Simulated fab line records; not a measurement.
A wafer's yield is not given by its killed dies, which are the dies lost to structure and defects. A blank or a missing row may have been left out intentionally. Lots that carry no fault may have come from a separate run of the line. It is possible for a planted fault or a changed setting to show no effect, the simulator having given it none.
Which of the tools did it?    flow gf180mcu    42 wafers from 14 lots sampled at 4 of the route's 602 steps

## WHAT THE GAUGES SHOWED, per wafer
GF_M5_CD_MEAS_07: the cd target is 280 nm. Usual: 279.4 nm for cd_nm, sd 0.91.
lot   measured      on         cd_nm (nm)         flag
L691  day 26 11:01  cd_sem-02  278.1 278.7 278.4  
L692  day 26 13:38  cd_sem-02  279.7 278.7 280.4  
L693  day 27 02:21  cd_sem-02  280.6 280.0 279.3  
L694  day 27 17:35  cd_sem-02  278.5 278.1 277.9  
L696  day 28 04:14  cd_sem-01  280.4 281.4 280.1  
L697  day 29 07:52  cd_sem-01  278.6 279.2 279.7  
L698  day 29 08:59  cd_sem-02  278.6 278.3 278.4  
L701  day 30 02:19  cd_sem-02  279.5 278.9 278.9  
L708  day 31 08:33  cd_sem-01  280.3 281.1 279.9  
L709  day 31 12:38  cd_sem-01  277.7 279.2 279.3  
L710  day 31 15:56  cd_sem-02  279.9 280.0 279.1  
L711  day 32 00:16  cd_sem-02  278.8 279.4 279.0  
L712  day 32 04:28  cd_sem-01  280.1 279.4 280.1  
L713  day 32 11:22  cd_sem-02  278.3 278.6 277.5  

GF_TOP_METAL_OVL_MEAS_15. Usual: TOP_METAL_OVL 0.5 nm, standard deviation 1.2.
lot   measured      on          TOP_METAL_OVL (nm)  flag
L691  day 28 05:16  overlay-02  -0.1 0.1 -1.4       
L692  day 28 06:10  overlay-02  -0.4 0.1 0.6        
L693  day 28 20:07  overlay-01  -1.2 0.5 0.1        
L694  day 29 10:42  overlay-01  1.0 2.0 1.2         
L696  day 29 22:33  overlay-01  1.3 3.1 -1.3        
L697  day 31 00:06  overlay-02  -0.9 1.1 -0.2       
L698  day 31 01:02  overlay-01  -0.5 0.0 1.6        
L701  day 31 16:49  overlay-01  1.3 1.6 -0.6        
L708  day 32 21:59  overlay-02  -0.6 0.4 -0.1       
L709  day 33 01:10  overlay-02  0.0 0.2 0.8         
L710  day 33 04:19  overlay-01  1.1 0.5 1.0         
L711  day 33 12:26  overlay-02  1.1 -0.4 1.4        
L712  day 33 16:01  overlay-01  0.5 0.6 3.0         
L713  day 33 21:52  overlay-02  0.5 1.4 -0.4        

## WHICH TOOL RAN EACH LOT (tool, then ch and the chambers of the sampled wafers, then the start)
lot   GF_DUAL_GATE_WET_ETCH_12         GF_M5_ETCH_09
L691  wet_bench-01 ch 1, day 8 14:57   rie_diel-02 ch 0,1,2, day 26 11:10
L692  wet_bench-02 ch 3, day 8 18:22   rie_diel-01 ch 0,2,3, day 26 13:48
L693  wet_bench-04 ch 2, day 9 06:58   rie_diel-01 ch 0,1,2, day 27 02:27
L694  wet_bench-04 ch 2, day 9 14:45   rie_diel-03 ch 2,3, day 27 17:45
L696  wet_bench-01 ch 1, day 10 04:54  rie_diel-01 ch 0,1,2, day 28 04:24
L697  wet_bench-01 ch 3, day 10 12:43  rie_diel-02 ch 0,2,3, day 29 08:01
L698  wet_bench-01 ch 0, day 10 12:57  rie_diel-02 ch 1,2,3, day 29 09:07
L701  wet_bench-01 ch 0, day 11 12:45  rie_diel-01 ch 2,3, day 30 02:28
L708  wet_bench-04 ch 1, day 13 08:26  rie_diel-01 ch 0,1,3, day 31 08:39
L709  wet_bench-02 ch 2, day 13 12:28  rie_diel-03 ch 0,1,2, day 31 12:46
L710  wet_bench-04 ch 3, day 13 15:39  rie_diel-01 ch 0,1,3, day 31 16:06
L711  wet_bench-04 ch 1, day 14 03:03  rie_diel-01 ch 2,3, day 32 00:22
L712  wet_bench-04 ch 1, day 14 09:37  rie_diel-01 ch 0,1, day 32 04:37
L713  wet_bench-04 ch 1, day 14 17:10  rie_diel-03 ch 0,1,3, day 32 11:30
- GF_DUAL_GATE_WET_ETCH_12: etches SiO2 in dHF, target depth 13 nm, time 260 s.
- GF_M5_ETCH_09: etches Si3N4 in CF4/O2, target depth 52 nm, time 11.6 s.

## AS READ BY THE TOOLS THEMSELVES (means over the sampled wafers that have a number; for cases with no such wafer, the mark the record gives instead)
GF_DUAL_GATE_WET_ETCH_12. Usual: 6.3 % for bath_heat_duty_pct, sd 0.65.
lot   tool          bath_heat_duty_pct (%)  flag
L691  wet_bench-01  6.1                     
L692  wet_bench-02  6.3                     
L693  wet_bench-04  6.2                     
L694  wet_bench-04  6.8                     
L696  wet_bench-01  6.7                     
L697  wet_bench-01  6.3                     
L698  wet_bench-01  6.4                     
L701  wet_bench-01  6.1                     
L708  wet_bench-04  6.9                     
L709  wet_bench-02  6.1                     
L710  wet_bench-04  6.2                     
L711  wet_bench-04  6.9                     
L712  wet_bench-04  6.6                     
L713  wet_bench-04  6.5                     

GF_M5_ETCH_09. Usual: chamber_pressure_mTorr 150.03 mTorr, standard deviation 0.14; drypump_motor_current_A 5.7 A, standard deviation 0.5; oes_product_au 0.999 a.u., standard deviation 0.012; throttle_valve_pct 5.970 %, standard deviation 0.0098.
lot   tool         chamber_pressure_mTorr (mTorr)  drypump_motor_current_A (A)  oes_product_au (a.u.)  throttle_valve_pct (%)  flag
L691  rie_diel-02  149.93                          5.9                          0.999                  5.965                   
L692  rie_diel-01  149.94                          5.3                          1.011                  5.978                   
L693  rie_diel-01  149.96                          5.7                          1.006                  5.969                   
L694  rie_diel-03  150.04                          5.9                          0.991                  5.974                   
L696  rie_diel-01  150.10                          5.7                          1.003                  5.976                   
L697  rie_diel-02  150.11                          6.1                          0.998                  5.971                   
L698  rie_diel-02  150.04                          5.8                          0.998                  5.971                   
L701  rie_diel-01  150.11                          5.5                          1.009                  5.971                   
L708  rie_diel-01  150.03                          5.6                          0.997                  5.969                   
L709  rie_diel-03  150.01                          5.6                          0.991                  5.964                   
L710  rie_diel-01  150.09                          5.6                          1.003                  5.969                   
L711  rie_diel-01  150.18                          5.4                          1.015                  5.982                   
L712  rie_diel-01  150.03                          5.5                          0.993                  5.964                   
L713  rie_diel-03  150.08                          5.5                          1.000                  5.965                   

## THE ANSWER, worked out from the rows above alone
Rule: lot off if the mean of its wafers having a number is beyond 3 standard deviations from the usual mean. Also off: a lot with no number at a reading for which 4 or more lots have one. Where the step has rows for the other lots, those lots are counted as sound. First the gauges in route order, then the tools' own readings, where a lot's mean is used as printed above. At the first step where some lot is off, the reading lying furthest off is the one used; lots without a number count as furthest.
No lot is off at any reading shown: from this, nothing can be told.

## WHAT HAD BEEN PUT IN BY THE SIMULATOR
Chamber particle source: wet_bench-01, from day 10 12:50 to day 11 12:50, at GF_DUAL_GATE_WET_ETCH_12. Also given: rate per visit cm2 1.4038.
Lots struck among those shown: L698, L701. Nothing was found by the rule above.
